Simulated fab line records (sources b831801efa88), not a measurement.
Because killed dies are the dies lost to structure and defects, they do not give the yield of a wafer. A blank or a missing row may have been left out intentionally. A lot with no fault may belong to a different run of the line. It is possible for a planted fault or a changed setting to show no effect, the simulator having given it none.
fab line records	flow sky130
[record] lots = 5	wafers = 15	last-day = 51
route steps=708 shown METAL2@493 VIA2@507 METAL3@532 PAD_OPEN@708
lots with no fault: from the same line, run without faults
start-h: the number of hours between the record's first day and the start of the first shown wafer of the lot	wait-h: hours elapsed since this lot's preceding step	" as in the row above	L1.1+2: several wafers, shown together as one row	- no value, or no start was given	* or withheld: withheld	< > ~ a bound
route shown NAME@n: a module of which the file shows steps, and the number in the route of the first	usual: mean/standard deviation taken from wafers without a fault	same: alike in all rows	chamber/n: place in a boat	sites: each site's reading	_std_site: their standard deviation	_edge_site: outer sites' mean less inner sites'	radius-mm: how far each site lies from the wafer's centre	mask NAME#n: copy n	behind: the most recent tool/chamber to have shaped the wafer	hold: why the lot was held/for how many hours/how that ended	device: which transistor (n, p or np) failed to switch	end of line: at the end of the route, the tests of the same wafers	where a step has no rows: the recipe by itself	killed: dies lost to structure and defects at the first sort, not the wafer's yield	map: shows each die of a wafer: x if killed, . if not, _ if none is there
set.NAME: setting as actually run; set.NAME@STEP: the setting as run at that earlier step	model.NAME: the simulator's own value behind a step, which no gauge read
lots at some steps of the route; a table a step, a row a wafer
services: from which hour (start-h, from the record's first day; less than 0 if before it) a tool's chamber was out of use, for how many hours, and why
[[steps]]
[step SKY_METAL2_COAT_10]
[recipe] resist = KrF-thick	spin-rpm = 3000	resist-thk-nm = 450
[step SKY_METAL2_SOFTBAKE_11]
[recipe] temp-c = 100	time-s = 90	resist = KrF-thick
[step SKY_METAL2_EXPOSE_12]
[recipe] mask-id = MM2	na = 0.8	source-shape = annular	sigma-inner = 0.55	sigma-outer = 0.85	target-cd-nm = 140	dose-mj = 28
[step SKY_METAL2_PEB_13]
[recipe] peb-temp-c = withheld	peb-time-s = withheld	resist = KrF-thick
[step SKY_METAL2_DEVELOP_14]
[recipe] develop-time-s = 60	resist = KrF-thick	dev-temp-c = 21
[step SKY_METAL2_CD_MEAS_15]
[recipe] target-cd-nm = 140
[usual] cd-nm = 139.9/1.8
lot.wafer	tool	chamber	start-h	wait-h	cd-nm
L178.1	cd-sem-01	-	846.48	-	141.5
L178.2	"	-	"	"	142.0
L178.4	"	-	"	"	141.4
L182.2	cd-sem-01	-	851.05	-	137.7
L182.4	"	-	"	"	138.1
L182.5	"	-	"	"	139.7
L196.3	cd-sem-01	-	996.43	-	140.1
L196.4	"	-	"	"	140.3
L196.6	"	-	"	"	139.5
L198.3	cd-sem-02	-	1000.82	-	140.2
L198.4	"	-	"	"	139.0
L198.5	"	-	"	"	138.7
L193.1	cd-sem-02	-	1002.29	-	138.1
L193.2	"	-	"	"	138.9
L193.6	"	-	"	"	139.3
[step SKY_METAL2_OVL_MEAS_16]
[usual] METAL2_OVL = -1/4.6
lot.wafer	tool	chamber	start-h	wait-h	METAL2_OVL[nm]
L178.1	overlay-01	-	846.60	0.1	1
L178.2	"	-	"	"	1
L178.4	"	-	"	"	-1
L182.2	overlay-01	-	851.16	0.1	-6
L182.4	"	-	"	"	-1
L182.5	"	-	"	"	-3
L196.3	overlay-01	-	996.52	0.1	0
L196.4	"	-	"	"	1
L196.6	"	-	"	"	7
L198.3	overlay-02	-	1000.91	0.1	-3
L198.4	"	-	"	"	0
L198.5	"	-	"	"	-4
L193.1	overlay-01	-	1002.41	0.1	-2
L193.2	"	-	"	"	1
L193.6	"	-	"	"	1
[step SKY_METAL2_DESCUM_17]
[recipe] chemistry = O2	source-power-w = 150	bias-power-w = 0	pressure-mtorr = 10	temp-c = 40	time-s = 8
[step SKY_METAL2_ETCH_18]
[recipe] chemistry = N2/H2	target = BARC	ion-energy-ev = 200	bias-w = 100	pressure-mtorr = 30	n2-flow-sccm = 100	h2-flow-sccm = 200	icp-w = 500	stop-on = SiO2	time-s = 45.9	target-depth-a = 600
[usual] drypump-motor-current-A = 5.8/0.55	oes-product-au = 0.856/0.0046	throttle-valve-pct = 13.225/0.0083
lot.wafer	tool	chamber	start-h	wait-h	drypump-motor-current-A	oes-product-au	rf-hours-counter-h	throttle-valve-pct
L178.1	rie-metal-04	0	846.67	0.0	4.6	0.849	18	13.225
L178.2	"	1	"	"	6.2	0.851	2	13.221
L178.4	"	1	"	"	6.2	0.853	-	13.222
L182.2	rie-metal-01	0	851.22	0.0	6.2	0.845	6	13.220
L182.4	"	0	"	"	6.3	0.853	-	13.233
L182.5	"	0	"	"	6.3	0.848	-	13.221
L196.3	rie-metal-01	1	996.60	0.0	5.7	0.855	-	13.235
L196.4	"	0	"	"	6.3	0.857	-	13.236
L196.6	"	1	"	"	5.8	0.851	-	13.212
L198.3	rie-metal-02	1	1000.99	0.0	6.2	0.854	-	13.211
L198.4	"	0	"	"	5.7	0.856	-	13.217
L198.5	"	1	"	"	6.2	0.851	-	13.221
L193.1	rie-metal-02	1	1002.48	0.0	6.2	0.852	15	13.231
L193.2	"	0	"	"	5.6	0.856	11	13.228
L193.6	"	0	"	"	5.7	0.854	-	13.224
[step SKY_METAL2_METAL_ETCH_19]
[recipe] target-depth-a = 3600	stop-on = SiO2	over-etch-frac = 0.3	time-s = 78	chemistry = Cl2/BCl3	resist-sidewall-deg = 88	pressure-mtorr = 10	icp-w = 900	bias-w = 48.5	Cl2_flow_sccm = 60	bcl3-flow-sccm = 30
[usual] drypump-motor-current-A = 5.8/0.55	oes-product-au = 0.854/0.0054	throttle-valve-pct = 22.263/0.01
lot.wafer	tool	chamber	start-h	wait-h	drypump-motor-current-A	oes-product-au	rf-hours-counter-h	throttle-valve-pct
L178.1	rie-metal-04	0	846.73	0.0	4.6	0.858	18	22.256
L178.2	"	1	"	"	6.1	0.856	2	22.252
L178.4	"	1	"	"	6.1	0.852	-	22.260
L182.2	rie-metal-01	0	851.28	0.0	6.3	0.854	6	22.275
L182.4	"	0	"	"	6.3	0.852	-	22.276
L182.5	"	0	"	"	6.3	0.847	-	22.270
L196.3	rie-metal-01	1	996.67	0.1	5.8	0.850	-	22.251
L196.4	"	0	"	"	6.3	0.855	-	22.258
L196.6	"	1	"	"	5.8	0.859	-	22.279
L198.3	rie-metal-02	1	1001.06	0.1	6.2	0.856	-	22.280
L198.4	"	0	"	"	5.7	0.853	-	22.257
L198.5	"	1	"	"	6.2	0.847	-	22.266
L193.1	rie-metal-02	1	1002.54	0.0	6.2	0.860	15	22.264
L193.2	"	0	"	"	5.6	0.852	11	22.242
L193.6	"	0	"	"	5.7	0.852	-	22.266
[step SKY_METAL2_STRIP_20]
[recipe] chemistry = O2/N2	power-w = 1400	pressure-mtorr = 1500	platen-temp-c = withheld	o2-flow-sccm = 3000	n2-flow-sccm = 300	overash-fraction = 0.5
[step SKY_METAL2_STRIP_21]
[recipe] chemistry = post-etch-residue-remover	time-s = 1200	temp-c = 72.5
[step SKY_METAL2_CLEAN_22]
[recipe] chemistry = IPA	time-s = 180	temp-c = 25
lot.wafer	tool	chamber	start-h	wait-h
L178.1+2+4	wet-bench-01	2	847.29	0.0
L182.2+4+5	wet-bench-01	3	851.81	0.0
L196.3+4+6	wet-bench-04	1	997.17	0.0
L198.3+4+5	wet-bench-02	3	1001.65	0.1
L193.1+2+6	wet-bench-02	2	1003.43	0.2
[step SKY_METAL2_CLEAN_23]
[recipe] chemistry = O3/DIW	dry = n2-spin
[step SKY_VIA2_HDPCVD_00]
[recipe] material = SiO2	target-thk-nm = 1180	sigma-open-frac = 0.3	time-s = 196.7	temp-c = 400	sih4-flow-sccm = 60	pressure-mtorr = 6
[step SKY_VIA2_THK_MEAS_01]
[recipe] reads = SiO2_of_VIA2_HDPCVD_00
[usual] VIA2_HDPCVD_THK = 1181/13
lot.wafer	tool	chamber	start-h	wait-h	VIA2_HDPCVD_THK[nm]
L178.1	film-metro-04	-	847.57	0.1	1185
L178.2	"	-	"	"	1164
L178.4	"	-	"	"	1184
L182.2	film-metro-04	-	852.11	0.1	1174
L182.4	"	-	"	"	1199
L182.5	"	-	"	"	1180
L196.3	film-metro-02	-	997.47	0.1	1178
L196.4	"	-	"	"	1185
L196.6	"	-	"	"	1188
L198.3	film-metro-02	-	1001.96	0.1	1197
L198.4	"	-	"	"	1186
L198.5	"	-	"	"	1194
L193.1	film-metro-02	-	1003.97	0.1	1172
L193.2	"	-	"	"	1170
L193.6	"	-	"	"	1173
[step SKY_VIA2_CMP_02]
[recipe] material = SiO2	down-force-psi = 4	platen-rpm = 60	pad-velocity-m-s = 0.94248
[step SKY_VIA2_BOW_MEAS_03]
[recipe] mode = bow
[usual] VIA2_BOW = 88/7.6
lot.wafer	tool	chamber	start-h	wait-h	VIA2_BOW[um]
L178.1	film-metro-01	-	847.97	0.1	90
L178.2	"	-	"	"	87
L178.4	"	-	"	"	97
L182.2	film-metro-01	-	852.48	0.3	86
L182.4	"	-	"	"	79
L182.5	"	-	"	"	93
L196.3	film-metro-02	-	997.85	0.2	82
L196.4	"	-	"	"	82
L196.6	"	-	"	"	88
L198.3	film-metro-04	-	1002.34	0.1	76
L198.4	"	-	"	"	90
L198.5	"	-	"	"	87
L193.1	film-metro-01	-	1004.49	0.1	86
L193.2	"	-	"	"	96
L193.6	"	-	"	"	90
[step SKY_VIA2_DEHYDRATE_04]
[recipe] temp-c = 200	time-s = 60
[step SKY_VIA2_HMDS_05]
[recipe] prime-time-s = 60	prime-temp-c = 120
[step SKY_VIA2_COAT_06]
[recipe] resist = BARC	temp-c = withheld	time-s = withheld	spin-rpm = 3000	resist-thk-nm = 60
[step SKY_VIA2_COAT_07]
[recipe] resist = KrF-thick	spin-rpm = 3000	resist-thk-nm = 450
[step SKY_VIA2_SOFTBAKE_08]
[recipe] temp-c = 100	time-s = 90	resist = KrF-thick
[step SKY_VIA2_EXPOSE_09]
[recipe] mask-id = VIM2	na = 0.8	source-shape = annular	sigma-inner = 0.55	sigma-outer = 0.85	target-cd-nm = 200	dose-mj = 38
[step SKY_VIA2_PEB_10]
[recipe] peb-temp-c = withheld	peb-time-s = withheld	resist = KrF-thick
[step SKY_VIA2_DEVELOP_11]
[recipe] develop-time-s = 60	resist = KrF-thick	dev-temp-c = 21
[step SKY_VIA2_CD_MEAS_12]
[recipe] target-cd-nm = 200
[usual] cd-nm = 200.3/1.3
lot.wafer	tool	chamber	start-h	wait-h	cd-nm
L178.1	cd-sem-01	-	873.83	-	198.5
L178.2	"	-	"	"	199.2
L178.4	"	-	"	"	197.6
L182.2	cd-sem-02	-	878.80	-	199.9
L182.4	"	-	"	"	201.8
L182.5	"	-	"	"	200.6
L196.3	cd-sem-02	-	1021.32	-	200.7
L196.4	"	-	"	"	199.7
L196.6	"	-	"	"	200.8
L198.3	cd-sem-02	-	1025.37	-	202.9
L198.4	"	-	"	"	202.6
L198.5	"	-	"	"	203.3
L193.1	cd-sem-01	-	1027.34	-	199.1
L193.2	"	-	"	"	199.9
L193.6	"	-	"	"	200.2
[step SKY_VIA2_OVL_MEAS_13]
[usual] VIA2_OVL = 2/5.5
lot.wafer	tool	chamber	start-h	wait-h	VIA2_OVL[nm]
L178.1	overlay-01	-	873.95	0.1	-7
L178.2	"	-	"	"	-10
L178.4	"	-	"	"	-13
L182.2	overlay-02	-	878.91	0.1	11
L182.4	"	-	"	"	7
L182.5	"	-	"	"	2
L196.3	overlay-02	-	1021.41	0.1	8
L196.4	"	-	"	"	0
L196.6	"	-	"	"	4
L198.3	overlay-01	-	1025.46	0.1	5
L198.4	"	-	"	"	1
L198.5	"	-	"	"	6
L193.1	overlay-02	-	1027.46	0.1	-3
L193.2	"	-	"	"	9
L193.6	"	-	"	"	9
[step SKY_VIA2_ETCH_14]
[recipe] chemistry = N2/H2	target = BARC	ion-energy-ev = 200	source-w = 500	bias-w = 100	pressure-mtorr = 30	n2-flow-sccm = 100	h2-flow-sccm = 200	stop-on = SiO2	time-s = 45.9	target-depth-a = 600
[step SKY_VIA2_ETCH_15]
[recipe] target = SiO2	chemistry = C4F8/O2/Ar	target-depth-nm = 546	stop-on = TiN	mask-material = KrF-thick	source-w = 1500	bias-w = 1200	pressure-mtorr = 40	c4f8-flow-sccm = withheld	O2_flow_sccm = 6	Ar_flow_sccm = 300	time-s = 84
[step SKY_VIA2_STRIP_16]
[recipe] chemistry = O2/N2	power-w = 1400	pressure-mtorr = 1500	platen-temp-c = withheld	o2-flow-sccm = 3000	n2-flow-sccm = 300	overash-fraction = 0.5
[step SKY_VIA2_STRIP_17]
[recipe] chemistry = post-etch-residue-remover	time-s = 1200	temp-c = 72.5
[step SKY_VIA2_CLEAN_18]
[recipe] chemistry = IPA	time-s = 180	temp-c = 25
[step SKY_VIA2_CLEAN_19]
[recipe] chemistry = O3/DIW	dry = n2-spin
[step SKY_VIA2_SPUTTER_20]
[recipe] material = TiN	target-thk-nm = 20	chamber-pressure-pa = 5	power-w = 4000	time-s = 80
[step SKY_VIA2_CVD_21]
[recipe] material = W	target-thk-nm = 420	time-s = 126.4	temp-c = 400	pressure-torr = 40
[usual] heater-power-w = 830/77
lot.wafer	tool	chamber	start-h	wait-h	heater-power-w	since-wet-clean-h
L178.1	cvd-w-02	1	874.74	0.0	836	471
L178.2	"	0	"	"	774	471
L178.4	"	1	"	"	868	-
L182.2	cvd-w-02	0	879.70	0.0	745	476
L182.4	"	0	"	"	768	-
L182.5	"	1	"	"	888	-
L196.3	cvd-w-01	1	1022.28	0.1	744	-
L196.4	"	0	"	"	935	-
L196.6	"	0	"	"	958	-
L198.3	cvd-w-01	1	1026.75	0.1	741	-
L198.4	"	0	"	"	943	-
L198.5	"	1	"	"	725	-
L193.1	cvd-w-01	1	1028.38	0.0	738	110
L193.2	"	0	"	"	959	110
L193.6	"	0	"	"	942	-
[step SKY_VIA2_RS_MEAS_22]
[recipe] thk-meas-gauge = four-point-probe	reads = W_of_VIA2_CVD_21+TiN_of_VIA2_SPUTTER_20
[usual] VIA2_W_RS = 0.272/0.0032
lot.wafer	tool	chamber	start-h	wait-h	VIA2_W_RS[ohm/sq]
L178.1	film-metro-02	-	874.87	0.1	0.277
L178.2	"	-	"	"	0.268
L178.4	"	-	"	"	0.275
L182.2	film-metro-04	-	879.85	0.1	0.271
L182.4	"	-	"	"	0.270
L182.5	"	-	"	"	0.271
L196.3	film-metro-01	-	1022.41	0.1	0.274
L196.4	"	-	"	"	0.279
L196.6	"	-	"	"	0.276
L198.3	film-metro-02	-	1026.88	0.1	0.275
L198.4	"	-	"	"	0.275
L198.5	"	-	"	"	0.272
L193.1	film-metro-02	-	1028.55	0.1	0.274
L193.2	"	-	"	"	0.277
L193.6	"	-	"	"	0.278
[step SKY_VIA2_THK_MEAS_23]
[recipe] thk-meas-gauge = xrf	reads = W_of_VIA2_CVD_21
[usual] VIA2_W_THK = 435/5.8
lot.wafer	tool	chamber	start-h	wait-h	VIA2_W_THK[nm]
L178.1	film-metro-02	-	874.99	0.1	423
L178.2	"	-	"	"	440
L178.4	"	-	"	"	428
L182.2	film-metro-04	-	879.96	0.1	437
L182.4	"	-	"	"	442
L182.5	"	-	"	"	442
L196.3	film-metro-01	-	1022.51	0.1	429
L196.4	"	-	"	"	421
L196.6	"	-	"	"	423
L198.3	film-metro-02	-	1026.98	0.1	433
L198.4	"	-	"	"	433
L198.5	"	-	"	"	435
L193.1	film-metro-02	-	1028.67	0.1	433
L193.2	"	-	"	"	427
L193.6	"	-	"	"	431
[step SKY_VIA2_CMP_24]
[recipe] stop-on = SiO2	t-overpolish-s = 20	down-force-psi = 3.5	platen-rpm = 60	target-thk-nm = 0	pad-velocity-m-s = 0.94248
[usual] motor-current-A = 11.1/1.4	overpolish-run-s = 19.999/0.0088	time-to-endpoint-s = 103/3.8
lot.wafer	tool	chamber	start-h	wait-h	motor-current-A	overpolish-run-s	time-to-endpoint-s
L178.1	cmp-01	1	875.05	0.1	10.5	20.002	101
L178.2	"	2	"	"	11.8	19.997	103
L178.4	"	0	"	"	9.4	20.003	106
L182.4	cmp-02	2	880.11	0.1	13.5	20.003	105
L182.2	"	3	"	"	9.6	20.003	100
L182.5	"	0	"	"	10.4	20.002	99
L196.3	cmp-01	1	1022.55	0.0	10.5	20.000	95
L196.4	"	2	"	"	12.3	20.004	96
L196.6	"	1	"	"	10.8	20.004	99
L198.3	cmp-01	0	1027.12	0.1	9.8	20.009	108
L198.4	"	1	"	"	10.6	20.003	104
L198.5	"	2	"	"	11.5	19.985	103
L193.2	cmp-01	3	1028.85	0.2	12.4	20.003	105
L193.1	"	1	"	"	11.0	20.000	103
L193.6	"	0	"	"	9.2	20.004	105
[step SKY_METAL3_SPUTTER_00]
[recipe] material = Ti	target-thk-nm = 15	power-w = 3000	time-s = 10	chamber-pressure-pa = 0.4
[step SKY_METAL3_SPUTTER_01]
[recipe] material = TiN	target-thk-nm = 20	power-w = 6500	time-s = 16.7	chamber-pressure-pa = 0.4
[usual] throttle-valve-pct = 29.9/1.1
lot.wafer	tool	chamber	start-h	wait-h	throttle-valve-pct
L178.1	pvd-sputter-01	-	875.38	0.0	30.7
L178.2	"	-	"	"	28.8
L178.4	"	-	"	"	29.2
L182.2	pvd-sputter-02	-	880.33	0.0	31.3
L182.4	"	-	"	"	30.6
L182.5	"	-	"	"	29.0
L196.3	pvd-sputter-02	-	1022.87	0.0	29.2
L196.4	"	-	"	"	30.5
L196.6	"	-	"	"	30.7
L198.3	pvd-sputter-01	-	1027.34	0.0	31.3
L198.4	"	-	"	"	30.4
L198.5	"	-	"	"	30.8
L193.1	pvd-sputter-01	-	1029.17	0.0	29.7
L193.2	"	-	"	"	31.0
L193.6	"	-	"	"	31.0
[step SKY_METAL3_SPUTTER_02]
[recipe] material = AlCu	target-thk-nm = 735	power-w = 10600	time-s = 39.1	chamber-pressure-pa = 0.4
[step SKY_PAD_OPEN_PROBE_99]
[usual] defect-limited-yield = 82.5/2	killed_at_M0_to_M3 = 42/7.3	killed_at_M4_up = 3.4/2	killed-at-contacts = 24/5.6	killed-at-front-end = 16/4.5	killed-at-other = 0.2/0.51	killed-dies = 86/9.8	killed-open = 46/7	killed-short = 40/6.7	sort_bin_3_pad_short = 0.9/0.42	sort_bin_5_function = 10.3/1.5	sort_bin_6_memory = 6.3/1.3	sort-n-pass = 406/9.8	sort-yield-pct = 82.5/2
[same] gross-dies = 492	killed-at-back-side = 0	sort_bin_4_leakage[%] = 0	sort_bin_8_speed[%] = 0
lot.wafer	tool	chamber	start-h	wait-h	hold	defect-limited-yield[%]	killed_at_M0_to_M3	killed_at_M4_up	killed-at-contacts	killed-at-front-end	killed-at-other	killed-dies	killed-open	killed-short	sort_bin_3_pad_short[%]	sort_bin_5_function[%]	sort_bin_6_memory[%]	sort-n-pass	sort-yield-pct[%]	model.etest.tester.sort-n-pass	model.etest.tester.sort-yield-pct	model.etest.tester.sort_bin_5_pct	model.etest.tester.sort_bin_3_pct
L178.1	prober-01	-	1103.25	0.3	-	81.9	44	0	26	19	0	89	58	31	0.6	11.4	6.1	403	81.9	403	81.91	11.38	0.6098
L178.2	prober-01	-	1103.30	0.3	-	82.5	41	1	29	14	1	86	61	25	0.2	9.8	7.5	406	82.5	406	82.52	9.756	0.2033
L178.4	prober-01	-	1103.40	0.4	-	83.9	39	4	27	8	1	79	44	34	1.2	8.3	6.5	413	83.9	413	83.94	8.333	1.22
L182.2	prober-01	-	1104.50	0.1	-	82.5	47	3	22	14	0	86	46	40	1.2	10.0	6.3	406	82.5	406	82.52	9.959	1.22
L182.4	prober-01	-	1104.60	0.2	-	80.9	42	3	26	23	0	94	49	45	1.0	9.8	8.3	398	80.9	398	80.89	9.756	1.016
L182.5	prober-01	-	1104.65	0.2	-	79.7	61	5	17	17	0	100	55	45	1.0	11.8	7.5	392	79.7	392	79.67	11.79	1.016
L196.3	prober-01	-	1213.41	0.5	-	82.9	48	5	21	10	0	84	44	40	1.0	9.6	6.5	408	82.9	408	82.93	9.553	1.016
L196.4	prober-01	-	1213.46	0.5	-	85.0	45	0	12	17	0	74	32	42	0.8	10.6	3.7	418	85.0	418	84.96	10.57	0.813
L196.6	prober-01	-	1213.56	0.6	-	82.7	44	2	24	15	0	85	40	45	0.6	9.8	6.9	407	82.7	407	82.72	9.756	0.6098
L198.3	prober-02	-	1218.38	0.2	-	81.3	42	0	28	22	0	92	55	37	1.2	11.4	6.1	400	81.3	400	81.3	11.38	1.22
L198.4	prober-02	-	1218.43	0.2	-	82.5	43	8	21	14	0	86	51	35	0.6	10.4	6.5	406	82.5	406	82.52	10.37	0.6098
L198.5	prober-02	-	1218.48	0.2	-	81.5	43	1	32	13	2	91	41	50	1.0	10.8	6.7	401	81.5	401	81.5	10.77	1.016
L193.1	prober-02	-	1221.93	0.1	await-dispo/4.2h/release	75.2	94	4	14	10	0	122	34	28	4.7	13.0	7.1	370	75.2	370	75.2	13.01	4.675
L193.2	prober-02	-	1221.98	0.1	await-dispo/4.2h/release	71.3	102	4	20	15	0	141	43	34	4.1	19.3	5.3	351	71.3	351	71.34	19.31	4.065
L193.6	prober-02	-	1222.18	0.2	await-dispo/4.2h/release	70.1	106	7	15	19	0	147	44	37	3.5	18.5	7.9	345	70.1	345	70.12	18.5	3.455
// killed by level:class
L178.1 VIA1:geometric-particle:open=13 CONTACT:geometric-particle:open=10 VIA3:geometric-particle:open=9 LI_CONTACT:geometric-particle:open=8 VIA2:geometric-particle:short=6 VIA2:geometric-particle:open=5 FIELD_ISO:geometric-particle:short=4 CONTACT:geometric-particle:short=4
L178.2 VIA1:geometric-particle:open=12 LI_CONTACT:geometric-particle:open=11 CONTACT:geometric-particle:open=10 VIA3:geometric-particle:open=7 VIA2:geometric-particle:open=6 METAL3:geometric-particle:short=5 FIELD_ISO:geometric-particle:open=4 CONTACT:geometric-particle:short=4
L178.4 CONTACT:geometric-particle:open=11 METAL3:geometric-particle:short=10 VIA1:geometric-particle:open=7 VIA3:geometric-particle:open=7 LI_CONTACT:geometric-particle:open=6 LOCAL_INTERCONNECT:geometric-particle:short=6 VIA2:geometric-particle:open=4 FIELD_ISO:geometric-particle:open=3
L182.2 VIA1:geometric-particle:open=18 LOCAL_INTERCONNECT:geometric-particle:short=7 CONTACT:geometric-particle:open=7 POLY_GATE:geometric-particle:open=6 VIA1:geometric-particle:short=6 VIA3:geometric-particle:short=6 METAL1:geometric-particle:short=5 VIA2:geometric-particle:open=4
L182.4 CONTACT:geometric-particle:open=10 VIA3:geometric-particle:open=10 VIA2:geometric-particle:open=7 FIELD_ISO:geometric-particle:open=6 POLY_GATE:geometric-particle:short=6 METAL2:geometric-particle:short=6 VIA2:geometric-particle:short=5 LI_CONTACT:geometric-particle:open=5
L182.5 VIA3:geometric-particle:open=17 VIA1:geometric-particle:open=11 CONTACT:geometric-particle:open=6 METAL1:geometric-particle:short=6 VIA1:geometric-particle:short=6 POLY_GATE:geometric-particle:short=5 VIA2:geometric-particle:short=5 FIELD_ISO:geometric-particle:open=4
L196.3 CONTACT:geometric-particle:open=11 VIA1:geometric-particle:open=10 VIA2:geometric-particle:open=9 METAL1:geometric-particle:short=7 METAL2:geometric-particle:short=5 VIA3:geometric-particle:open=5 FIELD_ISO:geometric-particle:short=4 LI_CONTACT:geometric-particle:open=4
L196.4 VIA1:geometric-particle:open=9 VIA3:geometric-particle:open=8 METAL1:geometric-particle:short=7 METAL2:geometric-particle:short=7 FIELD_ISO:geometric-particle:open=4 FIELD_ISO:geometric-particle:short=4 SPACER:geometric-particle:short=4 LI_CONTACT:geometric-particle:short=4
L196.6 VIA1:geometric-particle:open=11 CONTACT:geometric-particle:open=10 VIA1:geometric-particle:short=8 METAL1:geometric-particle:short=7 FIELD_ISO:geometric-particle:short=6 LI_CONTACT:geometric-particle:open=5 METAL2:geometric-particle:short=5 LOCAL_INTERCONNECT:geometric-particle:short=4
L198.3 VIA3:geometric-particle:open=9 VIA1:geometric-particle:open=9 LI_CONTACT:geometric-particle:open=8 CONTACT:geometric-particle:open=8 VIA1:geometric-particle:short=8 POLY_GATE:geometric-particle:open=7 METAL2:geometric-particle:short=6 POLY_GATE:geometric-particle:short=5
L198.4 VIA1:geometric-particle:open=10 FIELD_ISO:geometric-particle:open=7 LI_CONTACT:geometric-particle:open=7 VIA3:geometric-particle:open=7 VIA2:geometric-particle:open=6 LOCAL_INTERCONNECT:geometric-particle:short=5 METAL4:geometric-particle:short=5 METAL1:geometric-particle:short=4
L198.5 LI_CONTACT:geometric-particle:open=8 VIA1:geometric-particle:short=7 LOCAL_INTERCONNECT:geometric-particle:short=7 CONTACT:geometric-particle:open=7 CONTACT:geometric-particle:short=7 VIA1:geometric-particle:open=7 METAL1:geometric-particle:short=5 POLY_GATE:geometric-particle:open=4
L193.1 METAL2:unspecified=60 VIA3:geometric-particle:open=9 VIA1:geometric-particle:open=6 VIA2:geometric-particle:open=6 CONTACT:geometric-particle:open=5 METAL2:geometric-particle:short=5 FIELD_ISO:geometric-particle:open=4 FIELD_ISO:geometric-particle:short=3
L193.2 METAL2:unspecified=63 CONTACT:geometric-particle:open=10 METAL2:geometric-particle:short=8 VIA1:geometric-particle:open=8 FIELD_ISO:geometric-particle:short=7 VIA3:geometric-particle:open=7 VIA2:geometric-particle:open=6 LOCAL_INTERCONNECT:geometric-particle:short=4
L193.6 METAL2:unspecified=66 VIA1:geometric-particle:open=8 FIELD_ISO:geometric-particle:open=7 CONTACT:geometric-particle:open=7 METAL1:geometric-particle:short=6 POLY_GATE:geometric-particle:open=5 VIA1:geometric-particle:short=5 VIA2:geometric-particle:short=5
// map L193.6 (x killed, . not)
__________x.......x._________
________x............._______
______...x........x..x.._____
_____.......xxx.......x.x____
____.....x...x........x...___
___.x..x..xxxx.x...........__
__..x..xxxxxxxxxx...x....x.x_
_..x...xxxxxxxxxx..........xx
_.x.....xxxxxxxxxxxx....x.x..
_x.....xxxxxxxxxxx.x...x...x.
_..x.....xxxxxxxxx.x.....x...
_x.....xxxxxxxxx.x..x.x....x.
_x.x.....xx.xxxxx..........xx
_...x.x....x.......x.........
_..x......x...x......x.......
__.x..x............x...x.x.x_
___......x..........x....x.__
____..x...............x.x.___
_____x.....xxx...........____
______..x.....xx.x......_____
________..........x.x._______
__________....x.x..._________
// map L198.3 (x killed, . not)
__________.........._________
________x............._______
______.................._____
_____.xx........xx.....x.____
____......x.x.............___
___......x....x...........x__
__.x..x............x......xx_
_.x...xxx.x...x....x....xx...
_...x.xx......x....x...x.x...
_..x.x..x..x...x.x.x..x....x.
_............x....x.........x
_x.x....x..........x......xx.
_..........xxx.x.........x...
_x........x...xx..xx.........
_..x.................x.xx..x.
__......x.x.x..........x...x_
___..xx.x.x...x..x.........__
____.xxx...............x.x___
_____...x.x.....x........____
______...x........x.x..._____
________...x...x.x...._______
__________.x........_________
[[services]]
tool	chamber	start-h	hours	kind
cvd-w-01	-	832.60	6.0	pm
rie-metal-01	1	847.57	2.6	repair
rie-metal-02	-	849.62	0.2	repair
pvd-sputter-02	-	854.01	5.1	repair
cvd-w-02	-	855.35	2.8	pm
cmp-02	-	868.85	5.1	repair
rie-metal-01	1	893.17	-	clean
rie-metal-01	1	893.17	18.3	scheduled-down
cmp-01	-	895.79	1.2	repair
cvd-w-01	-	904.00	14.0	pm
cmp-01	-	908.71	0.5	repair
cmp-01	-	912.00	4.0	pm
cmp-01	-	913.98	1.6	repair
cvd-w-02	-	918.00	6.9	pm
cmp-01	-	923.15	0.9	repair
cmp-01	-	937.20	6.7	repair
cvd-w-02	-	938.78	1.2	repair
cmp-02	-	943.92	3.6	pm
wet-bench-01	-	965.98	94.1	repair
cvd-w-02	-	978.85	3.8	pm
pvd-sputter-01	-	1009.04	2.4	repair
rie-metal-01	-	1013.48	0.5	repair
rie-metal-02	1	1015.54	14.1	repair
cvd-w-02	0	1023.02	6.0	repair
[[key]]
[first-sign] step = SKY_PAD_OPEN_PROBE_99	reading = killed_at_M0_to_M3	direction = up	sigmas = 8.1	usual = 42	struck = 101
[effect] step = SKY_PAD_OPEN_PROBE_99	reading = sort_bin_3_pad_short	direction = up	sigmas = 7.5	usual = 0.9	struck = 4.1
[model-effect] step = SKY_PAD_OPEN_PROBE_99	value = etest.tester.sort-n-pass	without = 412	struck = 355.3
met-at SKY_METAL2_CLEAN_22
struck-wafers L193.1,L193.2,L193.6
also-fits time
[fault] kind = chamber-particle-source	tool = wet-bench-02	chamber = 2	onset-h = 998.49	steps = SKY_METAL2_CLEAN_22	rate-per-visit-cm2 = 1.1927	end-h = 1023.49
